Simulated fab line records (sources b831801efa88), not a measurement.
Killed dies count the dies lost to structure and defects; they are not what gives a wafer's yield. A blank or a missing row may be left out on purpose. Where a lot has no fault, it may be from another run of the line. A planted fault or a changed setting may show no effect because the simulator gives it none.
Which tool was responsible? || flow gf180mcu || 12 lots, 36 wafers sampled, at 6 steps of a route of 602

## WHAT EACH GAUGE READ, for each wafer
GF_M2_RS_MEAS_05: measures by four-point-probe.
{"lot": "L518", "measured": "day 18 04:38", "on": "filmMetro-03", "M2_ALCU_RS (ohm/sq)": "0.0687 0.0692 0.0690"}
{"lot": "L520", "measured": "day 19 00:08", "on": "filmMetro-02", "M2_ALCU_RS (ohm/sq)": "0.0697 0.0695 0.0693"}
{"lot": "L522", "measured": "day 19 13:17", "on": "filmMetro-03", "M2_ALCU_RS (ohm/sq)": "0.0689 0.0688 0.0699"}
{"lot": "L525", "measured": "day 20 22:22", "on": "filmMetro-03", "M2_ALCU_RS (ohm/sq)": "0.0690 0.0691 0.0689"}
{"lot": "L526", "measured": "day 21 09:59", "on": "filmMetro-02", "M2_ALCU_RS (ohm/sq)": "0.0702 0.0702 0.0701"}
{"lot": "L528", "measured": "day 21 21:59", "on": "filmMetro-03", "M2_ALCU_RS (ohm/sq)": "0.0684 0.0687 0.0678"}
{"lot": "L535", "measured": "day 24 04:40", "on": "filmMetro-01", "M2_ALCU_RS (ohm/sq)": "0.0699 0.0702 0.0703"}
{"lot": "L536", "measured": "day 24 12:17", "on": "filmMetro-03", "M2_ALCU_RS (ohm/sq)": "0.0687 0.0684 0.0684"}
{"lot": "L537", "measured": "day 24 16:54", "on": "filmMetro-03", "M2_ALCU_RS (ohm/sq)": "0.0701 0.0696 0.0696"}
{"lot": "L539", "measured": "day 25 07:55", "on": "filmMetro-01", "M2_ALCU_RS (ohm/sq)": "0.0690 0.0693 0.0692"}
{"lot": "L540", "measured": "day 25 19:41", "on": "filmMetro-01", "M2_ALCU_RS (ohm/sq)": "0.0683 0.0688 0.0694"}
{"lot": "L541", "measured": "day 26 08:28", "on": "filmMetro-03", "M2_ALCU_RS (ohm/sq)": "0.0697 0.0696 0.0696"}

GF_M4_RS_MEAS_05: measures by four-point-probe.
{"lot": "L518", "measured": "day 22 11:00", "on": "filmMetro-02", "M4_ALCU_RS (ohm/sq)": "0.0680 0.0671 0.0685"}
{"lot": "L520", "measured": "day 23 05:09", "on": "filmMetro-01", "M4_ALCU_RS (ohm/sq)": "0.0698 0.0695 0.0698"}
{"lot": "L522", "measured": "day 23 18:07", "on": "filmMetro-02", "M4_ALCU_RS (ohm/sq)": "0.0681 0.0683 0.0688"}
{"lot": "L525", "measured": "day 25 01:26", "on": "filmMetro-02", "M4_ALCU_RS (ohm/sq)": "0.0694 0.0695 0.0690"}
{"lot": "L526", "measured": "day 25 11:23", "on": "filmMetro-01", "M4_ALCU_RS (ohm/sq)": "0.0702 0.0703 0.0710"}
{"lot": "L528", "measured": "day 25 22:29", "on": "filmMetro-01", "M4_ALCU_RS (ohm/sq)": "0.0697 0.0701 0.0690"}
{"lot": "L535", "measured": "day 27 22:22", "on": "filmMetro-02", "M4_ALCU_RS (ohm/sq)": "0.0731 0.0732 0.0734"}
{"lot": "L536", "measured": "day 28 05:56", "on": "filmMetro-03", "M4_ALCU_RS (ohm/sq)": "0.0724 0.0728 0.0722"}
{"lot": "L537", "measured": "day 28 08:35", "on": "filmMetro-03", "M4_ALCU_RS (ohm/sq)": "0.0705 0.0708 0.0703"}
{"lot": "L539", "measured": "day 28 22:11", "on": "filmMetro-02", "M4_ALCU_RS (ohm/sq)": "0.0701 0.0701 0.0698"}
{"lot": "L540", "measured": "day 29 08:41", "on": "filmMetro-02", "M4_ALCU_RS (ohm/sq)": "0.0695 0.0701 0.0697"}
{"lot": "L541", "measured": "day 29 20:44", "on": "filmMetro-01", "M4_ALCU_RS (ohm/sq)": "0.0699 0.0695 0.0704"}

GF_M4_THK_MEAS_06: measures by xrf.
{"lot": "L518", "measured": "day 22 11:07", "on": "filmMetro-02", "M4_ALCU_THK (nm)": "457 462 453"}
{"lot": "L520", "measured": "day 23 05:16", "on": "filmMetro-01", "M4_ALCU_THK (nm)": "451 453 452"}
{"lot": "L522", "measured": "day 23 18:14", "on": "filmMetro-02", "M4_ALCU_THK (nm)": "455 457 451"}
{"lot": "L525", "measured": "day 25 01:34", "on": "filmMetro-02", "M4_ALCU_THK (nm)": "446 445 448"}
{"lot": "L526", "measured": "day 25 11:30", "on": "filmMetro-01", "M4_ALCU_THK (nm)": "447 449 444"}
{"lot": "L528", "measured": "day 25 22:37", "on": "filmMetro-01", "M4_ALCU_THK (nm)": "451 447 456"}
{"lot": "L535", "measured": "day 27 22:28", "on": "filmMetro-02", "M4_ALCU_THK (nm)": "431 429 429"}
{"lot": "L536", "measured": "day 28 06:04", "on": "filmMetro-03", "M4_ALCU_THK (nm)": "438 435 440"}
{"lot": "L537", "measured": "day 28 08:42", "on": "filmMetro-03", "M4_ALCU_THK (nm)": "447 443 443"}
{"lot": "L539", "measured": "day 28 22:18", "on": "filmMetro-02", "M4_ALCU_THK (nm)": "443 444 447"}
{"lot": "L540", "measured": "day 29 08:48", "on": "filmMetro-02", "M4_ALCU_THK (nm)": "449 446 447"}
{"lot": "L541", "measured": "day 29 20:50", "on": "filmMetro-01", "M4_ALCU_THK (nm)": "448 452 443"}

GF_V4_OVL_MEAS_15.
{"lot": "L518", "measured": "day 24 09:53", "on": "overlay-01", "V4_OVL (nm)": "4 1 -3"}
{"lot": "L520", "measured": "day 25 03:08", "on": "overlay-01", "V4_OVL (nm)": "-3 -5 -3"}
{"lot": "L522", "measured": "day 25 16:11", "on": "overlay-01", "V4_OVL (nm)": "3 6 3"}
{"lot": "L525", "measured": "day 26 20:34", "on": "overlay-01", "V4_OVL (nm)": "-2 1 -2"}
{"lot": "L526", "measured": "day 27 05:43", "on": "overlay-02", "V4_OVL (nm)": "1 4 4"}
{"lot": "L528", "measured": "day 27 16:22", "on": "overlay-02", "V4_OVL (nm)": "0 3 0"}
{"lot": "L535", "measured": "day 29 13:47", "on": "overlay-01", "V4_OVL (nm)": "3 3 1"}
{"lot": "L536", "measured": "day 29 22:08", "on": "overlay-01", "V4_OVL (nm)": "5 2 -7"}
{"lot": "L537", "measured": "day 29 23:50", "on": "overlay-01", "V4_OVL (nm)": "-4 1 -2"}
{"lot": "L539", "measured": "day 30 12:56", "on": "overlay-01", "V4_OVL (nm)": "-2 -1 -1"}
{"lot": "L540", "measured": "day 30 23:21", "on": "overlay-01", "V4_OVL (nm)": "8 1 2"}
{"lot": "L541", "measured": "day 31 10:17", "on": "overlay-01", "V4_OVL (nm)": "1 3 -5"}

## WHAT TOOL EACH LOT RAN ON (gives the tool, then ch and the chambers of the sampled wafers, and finally the start)
{"lot": "L518", "GF_M4_SPUTTER_02": "pvdSputter-04, day 22 10:53", "GF_V4_CVD_02": "pecvd-03 ch 0,1,2, day 23 10:41"}
{"lot": "L520", "GF_M4_SPUTTER_02": "pvdSputter-04, day 23 05:02", "GF_V4_CVD_02": "pecvd-04 ch 0,1, day 24 04:32"}
{"lot": "L522", "GF_M4_SPUTTER_02": "pvdSputter-04, day 23 18:01", "GF_V4_CVD_02": "pecvd-04 ch 0,1, day 24 17:18"}
{"lot": "L525", "GF_M4_SPUTTER_02": "pvdSputter-02, day 25 01:21", "GF_V4_CVD_02": "pecvd-03 ch 0,1, day 25 23:55"}
{"lot": "L526", "GF_M4_SPUTTER_02": "pvdSputter-02, day 25 11:17", "GF_V4_CVD_02": "pecvd-03 ch 0,1, day 26 08:37"}
{"lot": "L528", "GF_M4_SPUTTER_02": "pvdSputter-04, day 25 22:24", "GF_V4_CVD_02": "pecvd-02 ch 0,2, day 26 19:35"}
{"lot": "L535", "GF_M4_SPUTTER_02": "pvdSputter-02, day 27 22:14", "GF_V4_CVD_02": "pecvd-02 ch 0,2, day 28 17:49"}
{"lot": "L536", "GF_M4_SPUTTER_02": "pvdSputter-02, day 28 05:51", "GF_V4_CVD_02": "pecvd-04 ch 1,2, day 29 02:01"}
{"lot": "L537", "GF_M4_SPUTTER_02": "pvdSputter-01, day 28 08:29", "GF_V4_CVD_02": "pecvd-03 ch 0,1, day 29 04:48"}
{"lot": "L539", "GF_M4_SPUTTER_02": "pvdSputter-01, day 28 22:05", "GF_V4_CVD_02": "pecvd-02 ch 0,1,2, day 29 18:03"}
{"lot": "L540", "GF_M4_SPUTTER_02": "pvdSputter-04, day 29 08:35", "GF_V4_CVD_02": "pecvd-02 ch 0,2, day 30 04:40"}
{"lot": "L541", "GF_M4_SPUTTER_02": "pvdSputter-04, day 29 20:37", "GF_V4_CVD_02": "pecvd-03 ch 0,1,2, day 30 16:15"}
- GF_M4_SPUTTER_02: material AlCu, target thk 450 nm, time 23.9 s.
- GF_V4_CVD_02: deposits SiO2 from TEOS, target thk 850 nm, time 94.851 s.

## WHAT THE TOOLS THEMSELVES READ (means of the sampled wafers that have a number; where no wafer has one, the mark that the record gives instead)
GF_M4_SPUTTER_02.
{"lot": "L518", "tool": "pvdSputter-04", "chamberPressurePa (Pa)": 0.3997, "throttleValvePct (%)": 30.0}
{"lot": "L520", "tool": "pvdSputter-04", "chamberPressurePa (Pa)": 0.4001, "throttleValvePct (%)": 30.3}
{"lot": "L522", "tool": "pvdSputter-04", "chamberPressurePa (Pa)": 0.3998, "throttleValvePct (%)": 30.1}
{"lot": "L525", "tool": "pvdSputter-02", "chamberPressurePa (Pa)": 0.3995, "throttleValvePct (%)": 28.8}
{"lot": "L526", "tool": "pvdSputter-02", "chamberPressurePa (Pa)": 0.3999, "throttleValvePct (%)": 30.0}
{"lot": "L528", "tool": "pvdSputter-04", "chamberPressurePa (Pa)": 0.3998, "throttleValvePct (%)": 29.7}
{"lot": "L535", "tool": "pvdSputter-02", "chamberPressurePa (Pa)": 0.4525, "throttleValvePct (%)": 28.2}
{"lot": "L536", "tool": "pvdSputter-02", "chamberPressurePa (Pa)": 0.4532, "throttleValvePct (%)": 27.5}
{"lot": "L537", "tool": "pvdSputter-01", "chamberPressurePa (Pa)": 0.4006, "throttleValvePct (%)": 29.9}
{"lot": "L539", "tool": "pvdSputter-01", "chamberPressurePa (Pa)": 0.4000, "throttleValvePct (%)": 30.2}
{"lot": "L540", "tool": "pvdSputter-04", "chamberPressurePa (Pa)": 0.4000, "throttleValvePct (%)": 30.8}
{"lot": "L541", "tool": "pvdSputter-04", "chamberPressurePa (Pa)": 0.3994, "throttleValvePct (%)": 30.3}

GF_V4_CVD_02.
{"lot": "L518", "tool": "pecvd-03", "heaterPowerW (W)": 770}
{"lot": "L520", "tool": "pecvd-04", "heaterPowerW (W)": 650}
{"lot": "L522", "tool": "pecvd-04", "heaterPowerW (W)": 662}
{"lot": "L525", "tool": "pecvd-03", "heaterPowerW (W)": 694}
{"lot": "L526", "tool": "pecvd-03", "heaterPowerW (W)": 674}
{"lot": "L528", "tool": "pecvd-02", "heaterPowerW (W)": 616}
{"lot": "L535", "tool": "pecvd-02", "heaterPowerW (W)": 639}
{"lot": "L536", "tool": "pecvd-04", "heaterPowerW (W)": 663}
{"lot": "L537", "tool": "pecvd-03", "heaterPowerW (W)": 715}
{"lot": "L539", "tool": "pecvd-02", "heaterPowerW (W)": 643}
{"lot": "L540", "tool": "pecvd-02", "heaterPowerW (W)": 611}
{"lot": "L541", "tool": "pecvd-03", "heaterPowerW (W)": 799}

## THE ANSWER, worked out from the rows above alone
Rule: the lots themselves supply what counts as usual. Put in order of their means at a reading, lots are off if they are a third of the lots or fewer, leave a main group of 4 or more, and stand apart from it by a gap of 3 or more times the standard deviation of the main group's means; of several such gaps the widest counts. Not used: any main group whose means are identical at the precision the tables above print for the reading. Also off: a lot with no number at a reading for which 4 or more lots have one. The other lots that the step has rows for count as sound. The gauges are gone through in route order, then the tools' own readings, and for those a lot's mean is taken as printed above. At the first step where some lot is off, the reading lying furthest off is the one used; lots without a number count as furthest.
Off, at GF_M4_SPUTTER_02 on chamberPressurePa: L535, L536. The main group: mean 0.3999 Pa, standard deviation 0.00032.
If a tool, at that step or one of the process steps before it, ran each lot that is off and ran no sound lot following the first of them, it fits. One candidate fits, namely pvdSputter-02 at GF_M4_SPUTTER_02. A fault onset in the window from L526 (day 25 11:17, its last sound lot) to L535 (day 27 22:14, its first lot off) fits.
The tool's own readings at GF_M4_SPUTTER_02 bear it out: on the lots that are off they differ by more than 5 times the standard deviation of the sound lots' means. chamberPressurePa reads 0.4528 Pa there against 0.3999 Pa on the sound lots.

## WHAT WAS PUT IN BY THE SIMULATOR
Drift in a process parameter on pvdSputter-02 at GF_M4_SPUTTER_02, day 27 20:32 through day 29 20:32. From 0.4, the setting chamberPressurePa moved by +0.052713. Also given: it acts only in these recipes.
Shown lots that were struck: L535, L536. The rule above reached the same finding.
